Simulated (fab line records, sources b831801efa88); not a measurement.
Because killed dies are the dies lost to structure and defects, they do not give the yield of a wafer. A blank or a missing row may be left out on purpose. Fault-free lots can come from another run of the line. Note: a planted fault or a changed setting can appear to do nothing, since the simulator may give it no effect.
Chamber matching	flow gf180mcu	hdpcvd-02 running GF_V4_CVD_00: 3 sister chambers
The step deposits SiO2, target thk 600 nm, time 100 s. 3 wafers are shown with their chamber, then 7 later ones without.

## WAFERS PAIRED WITH THEIR CHAMBERS
wafer	chamber	sih4-flow-sccm (sccm)
L205.4	2	59.96
L210.3	1	59.86
L210.6	0	60.32

## WAFERS WHOSE CHAMBER IS MISSING
wafer	sih4-flow-sccm (sccm)
L211.1	60.12
L211.2	60.06
L211.6	59.78
L219.3	59.74
L220.4	60.10
L221.1	60.36
L221.4	60.13

## WHICH CHAMBER EACH WENT THROUGH
wafer	from the rows above	in truth
L211.1	can't be placed: 2 or 0 or 1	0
L211.2	can't be placed: 2 or 1 or 0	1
L211.6	can't be placed: 1 or 2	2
L219.3	can't be placed: 1 or 2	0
L220.4	can't be placed: 2 or 0 or 1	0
L221.1	0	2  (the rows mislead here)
L221.4	can't be placed: 2 or 0 or 1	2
Correct placement for 0 of the 7. Cannot be placed on the basis of these rows: 6; the candidates contain the true chamber in 5. Placed wrongly: 1.
How it was worked out, from the rows above alone: a wafer's distance from a chamber is the root of the sum, over the readings, of the square of ((its reading less the chamber's mean) divided by the reading's scatter). The wafer belongs to the nearest chamber; if the next one is less than 2 further off, it can't be placed. Each chamber's mean is taken over the wafers shown for it. The scatter (one wafer shown for each chamber): square how far every hidden wafer sits from the nearest shown wafer, average those squares and take the square root.
